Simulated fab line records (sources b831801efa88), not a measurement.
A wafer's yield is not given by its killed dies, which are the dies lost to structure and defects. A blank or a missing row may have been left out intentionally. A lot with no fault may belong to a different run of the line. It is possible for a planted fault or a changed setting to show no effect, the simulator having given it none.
fab line records ; flow sky130
[record] lots = 6; wafers = 17; last-day = 49
route steps=708 shown FIELD_ISO@13 PAD_OPEN@708
lots with no fault: from the same line, run without faults
start-h: hours from the record's opening day to when the first of the lot's shown wafers began ; wait-h: hours from the lot's prior step to this one ; " repeats the value in the row above ; L1.1+2: several wafers, shown together as one row ; - no value, or no start was given ; * or withheld: withheld ; < > ~ a bound
route shown NAME@n: NAME is a module with steps in the file, n the number in the route of the first one ; usual: mean/standard deviation of fault-free wafers ; same: alike in all rows ; chamber/n: place in a boat ; sites: each site's reading ; _std_site: standard deviation across them ; _edge_site: inner sites' mean taken away from outer sites' mean ; radius-mm: for every site, how far away it sits from the centre of the wafer ; mask NAME#n: copy n ; behind: tool/chamber where the wafer was last shaped ; hold: cause of the lot's hold/its duration in hours/its outcome ; device: transistor that didn't switch, given as n, p or np ; end of line: the same wafers' tests at the end of the route ; where a step has no rows: the recipe by itself ; killed: dies that structure and defects cost at the first sort, which is not the same as the wafer's yield ; map: the dies of a wafer, with x for killed, . for not killed, _ for no die there
set.NAME: setting as actually run; set.NAME@STEP: the setting as run at that earlier step ; model.NAME: the simulator's own value behind a step, which no gauge read
lots at selected steps of the route; one table per step, one row per wafer
services: the hour from which a tool's chamber was out of use, counted from the record's first day as start-h (under 0 if before that day), plus the number of hours and why
[[steps]]
[step SKY_FIELD_ISO_DEVELOP_12]
[recipe] develop-time-s = 60; resist = KrF-thick; dev-temp-c = 21
[step SKY_FIELD_ISO_CD_MEAS_13]
[recipe] target-cd-nm = 150
[usual] cd-nm = 150.3/1.7
lot.wafer;tool;chamber;start-h;wait-h;cd-nm
L283.2;cd-sem-02;-;44.72;-;148.7
L283.4;cd-sem-02;-;44.72;-;149.2
L283.5;cd-sem-02;-;44.72;-;149.4
L286.2;cd-sem-02;-;62.72;-;152.1
L286.4;cd-sem-02;-;62.72;-;150.9
L286.5;cd-sem-02;-;62.72;-;151.8
L291.2;cd-sem-02;-;90.35;-;151.2
L291.4;cd-sem-02;-;90.35;-;149.8
L291.6;cd-sem-02;-;90.35;-;149.8
L294.1;cd-sem-02;-;105.83;-;149.9
L294.2;cd-sem-02;-;105.83;-;148.3
L294.5;cd-sem-02;-;105.83;-;149.9
L295.2;cd-sem-02;-;114.55;-;152.2
L295.5;cd-sem-02;-;114.55;-;151.9
L296.1;cd-sem-02;-;116.33;-;151.1
L296.3;cd-sem-02;-;116.33;-;150.2
L296.5;cd-sem-02;-;116.33;-;149.2
[step SKY_FIELD_ISO_ETCH_14]
[recipe] chemistry = N2/H2; target = BARC; ion-energy-ev = 200; source-w = 500; bias-w = 100; pressure-mtorr = 30; n2-flow-sccm = 100; h2-flow-sccm = 200; stop-on = SiO2; time-s = 45.9; target-depth-a = 600
[usual] bias-w = 100.0/0.33; chamber-pressure-mTorr = 30.01/0.042; drypump-motor-current-A = 5.6/0.36; oes-product-au = 0.855/0.0047; throttle-valve-pct = 13.225/0.0095
lot.wafer;tool;chamber;start-h;wait-h;bias-w;chamber-pressure-mTorr;drypump-motor-current-A;oes-product-au;rf-hours-counter-h;throttle-valve-pct
L283.2;rie-diel-03;0;44.82;0.1;99.6;29.97;5.6;0.862;14;13.241
L283.4;rie-diel-03;3;44.82;0.1;99.5;30.02;6.2;0.847;2;13.224
L283.5;rie-diel-03;3;44.82;0.1;99.7;30.01;6.3;0.851;-;13.224
L286.2;rie-diel-03;1;62.82;0.1;99.5;29.95;5.9;0.865;157;13.230
L286.4;rie-diel-03;0;62.82;0.1;100.5;30.03;5.6;0.852;15;13.230
L286.5;rie-diel-03;1;62.82;0.1;100.1;30.05;5.9;0.857;-;13.233
L291.2;rie-diel-02;2;90.45;0.1;99.8;30.00;5.2;0.852;72;13.214
L291.4;rie-diel-02;3;90.45;0.1;100.1;30.01;5.2;0.855;70;13.219
L291.6;rie-diel-02;2;90.45;0.1;100.2;29.99;5.2;0.851;-;13.229
L294.1;rie-diel-02;2;105.95;0.1;99.8;30.00;5.2;0.856;73;13.237
L294.2;rie-diel-02;3;105.95;0.1;99.7;29.99;5.1;0.854;70;13.228
L294.5;rie-diel-02;0;105.95;0.1;100.5;30.00;5.6;0.848;-;13.235
L295.2;rie-diel-02;1;114.65;0.1;100.1;30.01;5.7;0.855;4;13.242
L295.5;rie-diel-02;3;114.65;0.1;99.7;30.03;5.2;0.860;-;13.214
L296.1;rie-diel-04;3;116.45;0.1;99.9;29.98;5.9;0.850;134;13.223
L296.3;rie-diel-04;2;116.45;0.1;99.7;30.04;5.5;0.859;-;13.230
L296.5;rie-diel-04;3;116.45;0.1;100.3;29.98;5.9;0.862;-;13.227
[step SKY_FIELD_ISO_ETCH_15]
[recipe] chemistry = CHF3/O2; target-depth-nm = 180; stop-on = Si; source-w = 600; bias-w = 200; pressure-mtorr = 40; chf3-flow-sccm = 50; O2_flow_sccm = 5; time-s = 72
[usual] bias-w = 200.1/0.57; chamber-pressure-mTorr = 40.00/0.036; drypump-motor-current-A = 5.6/0.37; oes-product-au = 0.952/0.0069; throttle-valve-pct = 8.848/0.0086
lot.wafer;tool;chamber;start-h;wait-h;bias-w;chamber-pressure-mTorr;drypump-motor-current-A;oes-product-au;rf-hours-counter-h;throttle-valve-pct
L283.2;rie-diel-03;0;44.86;0.0;200.1;39.99;5.6;0.947;14;8.856
L283.4;rie-diel-03;3;44.86;0.0;200.3;40.05;6.2;0.956;2;8.863
L283.5;rie-diel-03;3;44.86;0.0;200.2;40.03;6.2;0.958;-;8.835
L286.2;rie-diel-03;1;62.86;0.0;199.6;39.97;5.9;0.934;157;8.858
L286.4;rie-diel-03;0;62.86;0.0;200.3;40.05;5.6;0.934;15;8.842
L286.5;rie-diel-03;1;62.86;0.0;201.2;40.04;5.9;0.943;-;8.841
L291.2;rie-diel-02;2;90.49;0.0;200.2;39.99;5.2;0.950;72;8.861
L291.4;rie-diel-02;3;90.49;0.0;200.4;39.95;5.1;0.952;70;8.859
L291.6;rie-diel-02;2;90.49;0.0;199.0;39.99;5.2;0.957;-;8.851
L294.1;rie-diel-02;2;105.99;0.0;199.9;40.00;5.1;0.947;73;8.841
L294.2;rie-diel-02;3;105.99;0.0;200.5;40.00;5.2;0.943;70;8.861
L294.5;rie-diel-02;0;105.99;0.0;199.9;40.02;5.6;0.960;-;8.838
L295.2;rie-diel-02;1;114.69;0.0;200.6;39.91;5.7;0.952;4;8.853
L295.5;rie-diel-02;3;114.69;0.0;199.9;40.00;5.1;0.955;-;8.853
L296.1;rie-diel-04;3;116.51;0.0;200.2;40.05;5.9;0.941;134;8.830
L296.3;rie-diel-04;2;116.51;0.0;200.3;40.02;5.6;0.950;-;8.856
L296.5;rie-diel-04;3;116.51;0.0;200.4;39.96;5.9;0.943;-;8.840
[step SKY_FIELD_ISO_STRIP_16]
[recipe] chemistry = O2/N2; power-w = 1400; pressure-mtorr = 1500; platen-temp-c = withheld; o2-flow-sccm = 3000; n2-flow-sccm = 300; overash-fraction = 0.5
[usual] chamber-pressure-mTorr = 1500.0/1.4; drypump-motor-current-A = 5.66/0.22; oes-product-au = 0.378/0.0047; strip-time-to-endpoint-s = 3.54/0.041
lot.wafer;tool;chamber;start-h;wait-h;chamber-pressure-mTorr;drypump-motor-current-A;oes-product-au;rf-hours-counter-h;strip-time-to-endpoint-s
L283.2;plasma-asher-01;1;44.91;0.0;1500.7;5.88;0.373;24;3.53
L283.4;plasma-asher-01;0;44.91;0.0;1498.1;5.73;0.376;-;3.51
L283.5;plasma-asher-01;0;44.91;0.0;1498.7;5.72;0.371;-;3.51
L286.2;plasma-asher-02;0;62.91;0.0;1501.3;5.35;0.381;36;3.57
L286.4;plasma-asher-02;0;62.91;0.0;1500.9;5.35;0.367;-;3.50
L286.5;plasma-asher-02;0;62.91;0.0;1500.6;5.36;0.378;-;3.59
L291.2;plasma-asher-03;1;90.55;0.0;1500.8;5.63;0.374;40;3.54
L291.4;plasma-asher-03;1;90.55;0.0;1500.0;5.62;0.383;-;3.60
L291.6;plasma-asher-03;1;90.55;0.0;1503.4;5.63;0.388;-;3.55
L294.1;plasma-asher-01;0;106.05;0.0;1499.9;5.71;0.377;30;3.52
L294.2;plasma-asher-01;1;106.05;0.0;1500.6;5.90;0.379;30;3.58
L294.5;plasma-asher-01;1;106.05;0.0;1501.6;5.88;0.371;-;3.57
L295.2;plasma-asher-01;1;114.75;0.0;1500.5;5.89;0.377;31;3.53
L295.5;plasma-asher-01;0;114.75;0.0;1502.3;5.75;0.378;-;3.61
L296.1;plasma-asher-01;1;116.60;0.1;1501.1;5.90;0.387;31;3.58
L296.3;plasma-asher-01;0;116.60;0.1;1501.6;5.72;0.379;-;3.51
L296.5;plasma-asher-01;1;116.60;0.1;1498.4;5.90;0.378;-;3.58
[step SKY_FIELD_ISO_ETCH_17]
[recipe] target-depth-a = 3420; mask-material = Si3N4; chemistry = HBr/Cl2/O2; target = Si; taper-deg = 5; icp-w = 600; bias-w = 150; pressure-mtorr = 15; HBr_flow_sccm = 150; Cl2_flow_sccm = 40; O2_flow_sccm = 6; time-s = 97.7
[usual] bias-w = 150.1/0.42; chamber-pressure-mTorr = 15.000/0.014; drypump-motor-current-A = 5.50/0.29; he-backside-leak-sccm = 2.63/0.25; oes-product-au = 1.004/0.014; throttle-valve-pct = 25.652/0.014
lot.wafer;tool;chamber;start-h;wait-h;bias-w;chamber-pressure-mTorr;drypump-motor-current-A;he-backside-leak-sccm;oes-product-au;rf-hours-counter-h;throttle-valve-pct
L283.2;rie-si-02;1;45.01;0.1;150.5;15.015;5.09;2.50;1.006;53;25.639
L283.4;rie-si-02;0;45.01;0.1;149.6;14.986;5.45;2.74;1.027;8;25.629
L283.5;rie-si-02;3;45.01;0.1;150.0;14.966;5.07;2.51;0.983;-;25.657
L286.2;rie-si-01;0;63.01;0.1;150.6;15.003;5.46;2.40;1.010;56;25.652
L286.4;rie-si-01;1;63.01;0.1;149.7;14.976;5.70;3.21;1.006;92;25.653
L286.5;rie-si-01;2;63.01;0.1;150.5;15.014;5.42;2.97;1.015;-;25.648
L291.2;rie-si-01;2;90.65;0.1;149.1;15.009;5.40;2.80;1.008;144;25.666
L291.4;rie-si-01;3;90.65;0.1;150.6;14.977;5.87;2.52;1.001;2;25.649
L291.6;rie-si-01;1;90.65;0.1;149.6;14.996;5.70;2.96;1.001;-;25.666
L294.1;rie-si-02;1;106.15;0.1;149.8;14.993;5.06;2.26;1.000;53;25.669
L294.2;rie-si-02;3;106.15;0.1;150.4;14.990;5.07;2.21;0.983;2;25.673
L294.5;rie-si-02;2;106.15;0.1;150.0;15.029;5.96;2.66;0.997;-;25.663
L295.2;rie-si-01;3;114.85;0.1;149.6;14.996;5.86;2.33;1.004;2;25.654
L295.5;rie-si-01;3;114.85;0.1;149.7;15.006;5.85;2.40;0.992;-;25.678
L296.1;rie-si-02;1;116.70;0.1;149.9;14.989;5.08;2.46;0.998;53;25.647
L296.3;rie-si-02;2;116.70;0.1;150.5;14.992;5.97;2.68;1.008;3;25.663
L296.5;rie-si-02;1;116.70;0.1;150.6;14.985;5.07;2.38;0.997;-;25.669
[step SKY_FIELD_ISO_WET_ETCH_18]
[recipe] chemistry = H3PO4; target-depth-nm = 25; temp-c = 160; target = Si3N4; time-s = 286
[step SKY_FIELD_ISO_CLEAN_19]
[recipe] chemistry = SC1/SC2; mix = 1:4:20; temp-c = 70; time-s = 150
[step SKY_FIELD_ISO_CLEAN_20]
[recipe] chemistry = dHF; time-s = 20; dilution = 100:1
[step SKY_FIELD_ISO_WET_ETCH_21]
[recipe] chemistry = dHF; dilution = 100:1; target-depth-nm = 20; dry = ipa-marangoni; target = SiO2; temp-c = 25; time-s = 400
[step SKY_FIELD_ISO_OXIDATION_22]
[recipe] temp-c = 950; ambient = O2; stabilise-s = 600; purge-s = 300; target-thk-a = 100; ox-time-s = 623
[step SKY_FIELD_ISO_THK_MEAS_23]
[recipe] reads = SiO2_of_FIELD_ISO_OXIDATION_22
[usual] FIELD_ISO_OXIDATION_01_THK = 10.01/0.18
lot.wafer;tool;chamber;start-h;wait-h;FIELD_ISO_OXIDATION_01_THK[nm]
L283.2;film-metro-03;-;48.27;0.0;10.22
L283.4;film-metro-03;-;48.27;0.0;10.20
L283.5;film-metro-03;-;48.27;0.0;10.36
L286.2;film-metro-04;-;65.82;0.0;10.16
L286.4;film-metro-04;-;65.82;0.0;10.06
L286.5;film-metro-04;-;65.82;0.0;10.22
L291.2;film-metro-03;-;95.42;0.0;10.56
L291.4;film-metro-03;-;95.42;0.0;10.18
L291.6;film-metro-03;-;95.42;0.0;10.49
L294.1;film-metro-03;-;107.81;0.0;10.18
L294.2;film-metro-03;-;107.81;0.0;10.10
L294.5;film-metro-03;-;107.81;0.0;9.98
L295.2;film-metro-04;-;117.77;0.0;9.92
L295.5;film-metro-04;-;117.77;0.0;10.03
L296.1;film-metro-04;-;118.38;0.0;9.90
L296.3;film-metro-04;-;118.38;0.0;10.01
L296.5;film-metro-04;-;118.38;0.0;9.88
[step SKY_FIELD_ISO_CVD_24]
[recipe] material = SiO2; target-thk-nm = 595; temp-c = 650; sigma-open-frac = 0.3; time-s = 99.2; sih4-flow-sccm = 60; pressure-mtorr = 6
lot.wafer;tool;chamber;start-h;wait-h;model.SiO2_of_FIELD_ISO_CVD_24.thk-nm
L283.2;hdpcvd-01;2;48.32;0.0;596
L283.4;hdpcvd-01;2;48.32;0.0;598.6
L283.5;hdpcvd-01;0;48.32;0.0;585.6
L286.2;hdpcvd-02;2;65.87;0.0;596
L286.4;hdpcvd-02;1;65.87;0.0;595.8
L286.5;hdpcvd-02;0;65.87;0.0;588.6
L291.2;hdpcvd-01;1;95.50;0.1;603.7
L291.4;hdpcvd-01;2;95.50;0.1;592
L291.6;hdpcvd-01;1;95.50;0.1;598.2
L294.1;hdpcvd-01;1;107.86;0.1;585.4
L294.2;hdpcvd-01;0;107.86;0.1;632.8
L294.5;hdpcvd-01;1;107.86;0.1;592.7
L295.2;hdpcvd-01;1;117.82;0.0;630.4
L295.5;hdpcvd-01;1;117.82;0.0;596.3
L296.1;hdpcvd-02;2;118.44;0.1;603.7
L296.3;hdpcvd-02;0;118.44;0.1;583.8
L296.5;hdpcvd-02;2;118.44;0.1;601.5
[step SKY_FIELD_ISO_THK_MEAS_25]
[recipe] reads = SiO2_of_FIELD_ISO_CVD_24
[usual] FIELD_ISO_CVD_24_THK = 594/5.9
lot.wafer;tool;chamber;start-h;wait-h;FIELD_ISO_CVD_24_THK[nm]
L283.2;film-metro-01;-;48.40;0.0;596
L283.4;film-metro-01;-;48.40;0.0;599
L283.5;film-metro-01;-;48.40;0.0;586
L286.2;film-metro-01;-;65.96;0.0;596
L286.4;film-metro-01;-;65.96;0.0;596
L286.5;film-metro-01;-;65.96;0.0;589
L291.2;film-metro-03;-;95.59;0.0;603
L291.4;film-metro-03;-;95.59;0.0;592
L291.6;film-metro-03;-;95.59;0.0;598
L294.1;film-metro-01;-;107.94;0.0;586
L294.2;film-metro-01;-;107.94;0.0;633
L294.5;film-metro-01;-;107.94;0.0;593
L295.2;film-metro-03;-;117.90;0.0;631
L295.5;film-metro-03;-;117.90;0.0;596
L296.1;film-metro-03;-;118.52;0.0;604
L296.3;film-metro-03;-;118.52;0.0;584
L296.5;film-metro-03;-;118.52;0.0;602
[step SKY_FIELD_ISO_ANNEAL_26]
[recipe] temp-c = 1000; time-s = 1800; ambient = N2
[step SKY_PAD_OPEN_PROBE_99]
[usual] killed_at_M0_to_M3 = 44/7.7; killed_at_M4_up = 3.0/1.9; killed-at-contacts = 25/5.6; killed-at-front-end = 15/4.6; killed-at-other = 0.3/0.47; killed-dies = 86/9.9; killed-open = 47/7.4; killed-short = 39/5.9
[same] gross-dies = 492; killed-at-back-side = 0
lot.wafer;tool;chamber;start-h;wait-h;killed_at_M0_to_M3;killed_at_M4_up;killed-at-contacts;killed-at-front-end;killed-at-other;killed-dies;killed-open;killed-short
L294.1;prober-02;-;1165.64;0.1;47;6;21;19;0;93;45;48
L294.5;prober-02;-;1165.84;0.2;45;5;36;10;0;96;62;34
// killed by level:class
L294.1 VIA1:geometric-particle:open=12 FIELD_ISO:geometric-particle:short=9 CONTACT:geometric-particle:open=9 VIA2:geometric-particle:open=9 METAL1:geometric-particle:short=6 VIA1:geometric-particle:short=5 LI_CONTACT:geometric-particle:open=4 LOCAL_INTERCONNECT:geometric-particle:short=4
L294.5 CONTACT:geometric-particle:open=13 LI_CONTACT:geometric-particle:open=12 VIA1:geometric-particle:open=9 VIA2:geometric-particle:open=9 VIA3:geometric-particle:open=9 METAL1:geometric-particle:short=6 LOCAL_INTERCONNECT:geometric-particle:short=4 VIA3:geometric-particle:short=4
[[services]]
tool;chamber;start-h;hours;kind
rie-diel-04;2;37.71;7.1;repair
hdpcvd-01;-;40.13;5.5;pm
rie-diel-04;1;41.88;1.2;repair
rie-si-01;3;44.51;15.3;repair
rie-diel-02;2;48.47;3.7;repair
hdpcvd-02;-;53.88;0.8;repair
hdpcvd-02;-;54.68;6.0;pm
hdpcvd-01;0;60.56;4.0;repair
plasma-asher-01;-;63.65;2.8;pm
hdpcvd-01;-;66.75;15.0;pm
hdpcvd-01;0;66.75;15.0;vent-cycle
hdpcvd-01;1;66.75;15.0;vent-cycle
hdpcvd-01;2;66.75;15.0;vent-cycle
rie-diel-04;0;73.95;13.6;repair
plasma-asher-03;-;76.59;3.0;repair
plasma-asher-03;-;81.00;9.2;repair
plasma-asher-03;-;81.67;0.3;repair
hdpcvd-01;0;81.75;-;clean
hdpcvd-01;1;81.75;-;clean
hdpcvd-02;-;81.75;28.1;pm
rie-diel-03;0;89.07;87.4;repair
rie-diel-03;1;108.99;6.6;repair
rie-diel-04;1;109.54;7.2;repair
plasma-asher-03;-;110.42;1.1;repair
[[key]]
[first-sign] step = SKY_FIELD_ISO_THK_MEAS_25; reading = FIELD_ISO_CVD_24_THK; direction = up; sigmas = 6.3; usual = 594; struck = 632
effect none on later readings
[model-effect] step = SKY_FIELD_ISO_CVD_24; value = SiO2_of_FIELD_ISO_CVD_24.thk-nm; without = 596; struck = 631.6
met-at SKY_FIELD_ISO_CVD_24
struck-wafers L294.2,L295.2
tester-left-out L294,L295
onset-between 95.50 107.86
[fault] kind = process-parameter-drift; tool = hdpcvd-01; chamber = -; onset-h = 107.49; steps = SKY_FIELD_ISO_CVD_24; channel = target-thk-nm; offset = 35.588; shape = step; end-h = 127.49; scope = struck-wafers-only; acts-in = these-recipes-only; stated = 595
// tester-left-out: of these lots the tester's yield and bins aren't shown, on N5 and GAA mostly nor the transistor test; their killed dies are dies lost to structure and defects alone, not to doping, threshold or leakage, so they don't give the yield
